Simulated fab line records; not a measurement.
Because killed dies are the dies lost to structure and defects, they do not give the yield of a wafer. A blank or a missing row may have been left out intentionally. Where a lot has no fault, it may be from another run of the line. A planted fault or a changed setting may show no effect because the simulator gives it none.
Matching of chambers | flow sky130 | 4 sister chambers for SKY_SONOS_ONO_ETCH_15 on rie-diel-04
The step etches the open film in CHF3/O2, target depth 19.52 nm, time 7.8 s. 4 wafers are shown with their chamber, then 7 later ones without.

WAFERS, EACH WITH ITS CHAMBER
wafer  | chamber | drypump-motor-current-A (A)
L075.1 | 1       | 6.2
L082.5 | 3       | 6.6
L089.1 | 0       | 6.4
L089.3 | 2       | 5.7

WAFERS WHOSE CHAMBER IS MISSING
wafer  | drypump-motor-current-A (A)
L089.5 | 6.6
L092.1 | 5.7
L092.5 | 5.7
L092.6 | 6.2
L097.2 | 6.4
L097.3 | 5.8
L097.5 | 6.6

WHICH CHAMBER EACH ONE RAN IN
wafer  | from the rows above | in truth
L089.5 | 3                   | 3
L092.1 | 2                   | 2
L092.5 | 2                   | 2
L092.6 | 1                   | 1
L097.2 | 0                   | 0
L097.3 | 2                   | 2
L097.5 | 3                   | 3
7 of 7 placed correctly. Left unplaced by these rows: 0. 0 placed wrongly.
How it was worked out, from the rows above alone: a wafer's distance from a chamber is the root of the sum, over the readings, of the square of ((its reading less the chamber's mean) divided by the reading's scatter). If the next closest chamber is less than 2 further off than the closest, the wafer can't be placed; otherwise it belongs to the closest. A chamber's mean is the mean of its shown wafers. The scatter: with one shown wafer a chamber, the root of the mean of the squares of how far each hidden wafer lies from its nearest shown one.
